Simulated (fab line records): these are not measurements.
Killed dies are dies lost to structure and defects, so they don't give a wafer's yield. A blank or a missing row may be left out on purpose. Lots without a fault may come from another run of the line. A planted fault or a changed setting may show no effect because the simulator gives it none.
Chamber matching ; flow sky130 ; 4 sister chambers for SKY_LI_CONTACT_ETCH_14 on rie_diel-04
The step etches BARC in N2/H2, stops on SiO2, time 45.9 s, target depth 60 nm. 20 wafers are shown with their chamber, then 10 later ones without.

WAFERS, EACH WITH ITS CHAMBER
wafer;chamber;drypump_motor_current_A (A);h2_flow_sccm (sccm);throttle_valve_pct (%)
L957.1;0;5.6;199.6;13.224
L957.5;0;5.6;200.9;13.227
L957.6;1;6.1;199.0;13.215
L959.2;2;6.7;199.8;13.234
L959.3;0;5.6;199.4;13.221
L959.5;1;6.1;199.8;13.224
L960.2;1;6.1;199.1;13.220
L960.3;3;6.2;200.4;13.216
L960.5;1;6.1;199.9;13.211
L961.2;3;6.2;200.6;13.225
L961.3;1;6.1;199.8;13.210
L961.6;2;6.7;200.6;13.227
L962.1;3;6.2;200.8;13.235
L962.5;3;6.2;200.0;13.244
L962.6;2;6.7;199.6;13.219
L963.2;0;5.7;200.4;13.217
L963.3;3;6.2;200.1;13.221
L963.5;3;6.3;200.5;13.223
L971.2;1;6.1;199.3;13.228
L971.4;0;5.6;201.0;13.222

SIGNATURES, as means of the wafers listed above
reading;chamber 0;chamber 1;chamber 2;chamber 3;scatter within a chamber
drypump_motor_current_A;5.620;6.100;6.700;6.217;0.032
h2_flow_sccm;200.260;199.483;200.000;200.400;0.498
throttle_valve_pct;13.22220;13.21800;13.22667;13.22733;0.00774
Rule: a wafer's distance from a chamber is the root of the sum, over the readings, of the square of ((its reading less the chamber's mean) divided by the reading's scatter). The wafer belongs to the nearest chamber; if the next one is less than 2 further off, it can't be placed. The scatter is the square root of a quotient: the sum, over the shown wafers, of each reading's squared deviation from its chamber's mean, divided by wafers minus chambers.

WAFERS WITHOUT THEIR CHAMBER
wafer;drypump_motor_current_A (A);h2_flow_sccm (sccm);throttle_valve_pct (%)
L971.5;5.7;199.6;13.230
L974.1;6.1;200.4;13.231
L974.2;6.7;199.8;13.238
L974.5;6.7;200.6;13.237
L975.4;5.6;199.1;13.222
L975.5;6.7;201.4;13.210
L975.6;6.1;199.8;13.228
L977.2;5.6;200.0;13.213
L977.3;6.1;200.1;13.236
L977.6;5.6;200.3;13.239

THE CHAMBER EACH PASSED THROUGH
wafer;from the rows above;in truth
L971.5;0;0
L974.1;can't be placed: 1 or 3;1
L974.2;2;2
L974.5;2;2
L975.4;0;0
L975.5;2;2
L975.6;1;1
L977.2;0;0
L977.3;can't be placed: 1 or 3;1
L977.6;0;0
Placed correctly: 8 of 10. These rows do not allow placing 2 (true chamber among the candidates in 2). Number placed wrongly: 0.
